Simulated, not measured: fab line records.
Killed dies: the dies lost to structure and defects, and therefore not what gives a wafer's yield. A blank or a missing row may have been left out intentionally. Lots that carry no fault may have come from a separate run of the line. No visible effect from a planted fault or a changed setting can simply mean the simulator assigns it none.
Chamber matching || flow gf180mcu || GF_V5_CVD_02 on pecvd-04 has 3 sister chambers
The step deposits SiO2 from TEOS, target thk 1450 nm, time 163.28 s. 3 wafers are shown with their chamber, then 12 later ones without.

== WAFERS, EACH WITH ITS CHAMBER ==
{"wafer": "L089.1", "chamber": 0, "heaterPowerW (W)": 702}
{"wafer": "L090.1", "chamber": 1, "heaterPowerW (W)": 688}
{"wafer": "L090.6", "chamber": 2, "heaterPowerW (W)": 439}

== WAFERS WITH NO CHAMBER GIVEN ==
{"wafer": "L093.1", "heaterPowerW (W)": 516}
{"wafer": "L093.2", "heaterPowerW (W)": 644}
{"wafer": "L093.3", "heaterPowerW (W)": 589}
{"wafer": "L093.4", "heaterPowerW (W)": 429}
{"wafer": "L093.5", "heaterPowerW (W)": 716}
{"wafer": "L093.6", "heaterPowerW (W)": 666}
{"wafer": "L094.1", "heaterPowerW (W)": 543}
{"wafer": "L094.4", "heaterPowerW (W)": 617}
{"wafer": "L094.5", "heaterPowerW (W)": 423}
{"wafer": "L097.1", "heaterPowerW (W)": 468}
{"wafer": "L097.2", "heaterPowerW (W)": 747}
{"wafer": "L097.6", "heaterPowerW (W)": 533}

== WHICH CHAMBER EACH ONE RAN IN ==
{"wafer": "L093.1", "from the rows above": "can't be placed: 2 or 1 or 0", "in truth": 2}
{"wafer": "L093.2", "from the rows above": "can't be placed: 1 or 0", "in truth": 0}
{"wafer": "L093.3", "from the rows above": "can't be placed: 1 or 0 or 2", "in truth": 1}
{"wafer": "L093.4", "from the rows above": 2, "in truth": 2}
{"wafer": "L093.5", "from the rows above": "can't be placed: 0 or 1", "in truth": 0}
{"wafer": "L093.6", "from the rows above": "can't be placed: 1 or 0", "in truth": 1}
{"wafer": "L094.1", "from the rows above": "can't be placed: 2 or 1 or 0", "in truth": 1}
{"wafer": "L094.4", "from the rows above": "can't be placed: 1 or 0 or 2", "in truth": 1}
{"wafer": "L094.5", "from the rows above": 2, "in truth": 2}
{"wafer": "L097.1", "from the rows above": 2, "in truth": 2}
{"wafer": "L097.2", "from the rows above": "can't be placed: 0 or 1", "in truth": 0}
{"wafer": "L097.6", "from the rows above": "can't be placed: 2 or 1 or 0", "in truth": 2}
3 of 12 placed correctly. Can't be placed from these rows: 9 (the true chamber is among the candidates in 9). 0 placed wrongly.
How it was worked out, from the rows above alone: a wafer's distance from a chamber is the root of the sum, over the readings, of the square of ((its reading less the chamber's mean) divided by the reading's scatter). The wafer belongs to the nearest chamber; if the next one is less than 2 further off, it can't be placed. A chamber's mean is the mean of its shown wafers. The scatter: root of mean squared gap, hidden wafer to nearest shown wafer, with one shown wafer a chamber.
